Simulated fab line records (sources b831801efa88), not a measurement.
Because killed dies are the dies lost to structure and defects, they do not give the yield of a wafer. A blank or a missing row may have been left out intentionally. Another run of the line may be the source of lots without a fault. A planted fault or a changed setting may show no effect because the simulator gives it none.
A struck lot beside a sound one + flow sky130 + 26 out of 708 route steps
Sound: wafers L494.1, L494.2, L494.6. Wafers struck: L509.1, L509.2, L509.3. The cause is named last.
Per side, at each step with rows, come the tool, then ch with its chambers, and then its first start. Under that, the readings that differ: sound wafers + struck wafers + difference of the means + sigmas: that difference in standard deviations of wafers without a fault.
alike: same words and numbers on both sides, and readings whose means sit less than 2 such deviations apart. not compared: any withheld reading, any reading some wafer has no value for, any bound like >300 that may hide the same value, and any number with overlapping values for which the record gives no deviation.
The two part at a step that has a row with sigmas, a row that says differs or no value, or rows on one side only. Numbers that don't overlap but have no deviation are shown without sigmas and don't part them. A reading missing from all wafers of one side parts the sides only when that side holds two or more wafers.

first, 1 step without rows for these wafers: SKY_VT_ADJUST_HVTP_IMPLANT_09.
SKY_VT_ADJUST_HVTP_STRIP_10: strips in O2/N2.
  sound on plasma_asher-01 ch 0,1, day 6 10:33; struck on plasma_asher-04 ch 0,1, day 10 05:15
  alike: chamber_pressure_mTorr, drypump_motor_current_A, oes_product_au, strip_time_to_endpoint_s
  not compared: rf_hours_counter_h
SKY_VT_ADJUST_HVTP_TW_MEAS_11:
  struck on film_metro-01, day 10 05:21; sound on film_metro-02, day 6 10:39
| reading           | sound          | struck         | difference | sigmas |
|-------------------|----------------|----------------|------------|--------|
| VT_ADJUST_HVTP_TW | 1352 1341 1352 | 1360 1376 1373 | +21        | +3     |
then, 7 steps without rows for these wafers: SKY_VT_ADJUST_LVTN_DEHYDRATE_00 (time 60 s); SKY_VT_ADJUST_LVTN_HMDS_01 (prime time 60 s); SKY_VT_ADJUST_LVTN_COAT_02 (resist thk 3000 nm); SKY_VT_ADJUST_LVTN_SOFTBAKE_03; SKY_VT_ADJUST_LVTN_EXPOSE_04 (exposes mask NWM COMPLEMENT LESS NATIVE, target cd 840 nm); SKY_VT_ADJUST_LVTN_PEB_05; SKY_VT_ADJUST_LVTN_DEVELOP_06 (develop time 60 s).
SKY_VT_ADJUST_LVTN_OVL_MEAS_07:
  struck on overlay-01, day 11 03:29; sound on overlay-01, day 7 04:41
  alike: VT_ADJUST_LVTN_OVL
after that, 1 step had no rows for these wafers: SKY_VT_ADJUST_LVTN_IMPLANT_08.
SKY_VT_ADJUST_LVTN_STRIP_09: strips in O2/N2.
  sound on plasma_asher-02 ch 0,1, day 7 04:52; struck on plasma_asher-03 ch 0,1, day 11 03:40
  no value came back on the struck wafers for chamber_pressure_mTorr (mTorr), drypump_motor_current_A (A), oes_product_au (a.u.), strip_time_to_endpoint_s (s); on the sound wafers chamber_pressure_mTorr (mTorr) reads 1499.5 1499.3 1499.0
| reading                                          | sound | struck         | difference | sigmas |
|--------------------------------------------------|-------|----------------|------------|--------|
| model.coat_of_VT_ADJUST_LVTN_COAT_02.thk_nm (nm) | 0 0 0 | 3003 2997 3002 | +3001      |        |
  not compared: rf_hours_counter_h
SKY_VT_ADJUST_LVTN_TW_MEAS_10:
  struck on film_metro-02, day 11 03:46; sound on film_metro-01, day 7 04:58
  alike: VT_ADJUST_LVTN_TW
then, 7 steps without rows for these wafers: SKY_VT_ADJUST_LVTN_DEHYDRATE_11 (time 60 s); SKY_VT_ADJUST_LVTN_HMDS_12 (prime time 60 s); SKY_VT_ADJUST_LVTN_COAT_13 (resist thk 1140 nm); SKY_VT_ADJUST_LVTN_SOFTBAKE_14 (time 60 s); SKY_VT_ADJUST_LVTN_EXPOSE_15 (exposes mask HVN STD DERIVED, target cd 600 nm); SKY_VT_ADJUST_LVTN_PEB_16; SKY_VT_ADJUST_LVTN_DEVELOP_17 (develop time 60 s).
SKY_VT_ADJUST_LVTN_OVL_MEAS_18:
  struck on overlay-02, day 12 02:38; sound on overlay-01, day 8 00:26
  alike: VT_ADJUST_LVTN_01_OVL
after that, 1 step had no rows for these wafers: SKY_VT_ADJUST_LVTN_IMPLANT_19.
SKY_VT_ADJUST_LVTN_STRIP_20: strips in O2/N2.
  sound on plasma_asher-02 ch 0,1, day 8 00:37; struck on plasma_asher-01 ch 0,1, day 12 02:49
| reading                      | sound             | struck            | difference | sigmas      |
|------------------------------|-------------------|-------------------|------------|-------------|
| oes_product_au (a.u.)        | 0.713 0.715 0.710 | 0.734 0.728 0.732 | +0.019     | +4          |
| strip_time_to_endpoint_s (s) | 14.16 14.20 14.19 | 58.77 58.68 58.77 | +44.56     | +99 or more |
  alike: chamber_pressure_mTorr, drypump_motor_current_A
  not compared: rf_hours_counter_h
SKY_VT_ADJUST_LVTN_TW_MEAS_21:
  struck on film_metro-04, day 12 02:55; sound on film_metro-04, day 8 00:43
| reading             | sound             | struck         | difference | sigmas      |
|---------------------|-------------------|----------------|------------|-------------|
| VT_ADJUST_LVTN_2_TW | 190.2 189.5 189.6 | 30.3 30.4 30.3 | -159.4     | -99 or more |
then, 1 step without rows for these wafers: SKY_VT_ADJUST_NCORE_DEHYDRATE_00 (time 60 s).

## WHERE THEY PART
Earliest at SKY_VT_ADJUST_HVTP_TW_MEAS_11; latest, in this record, at SKY_VT_ADJUST_LVTN_TW_MEAS_21.

WHY: the cause the simulator had injected
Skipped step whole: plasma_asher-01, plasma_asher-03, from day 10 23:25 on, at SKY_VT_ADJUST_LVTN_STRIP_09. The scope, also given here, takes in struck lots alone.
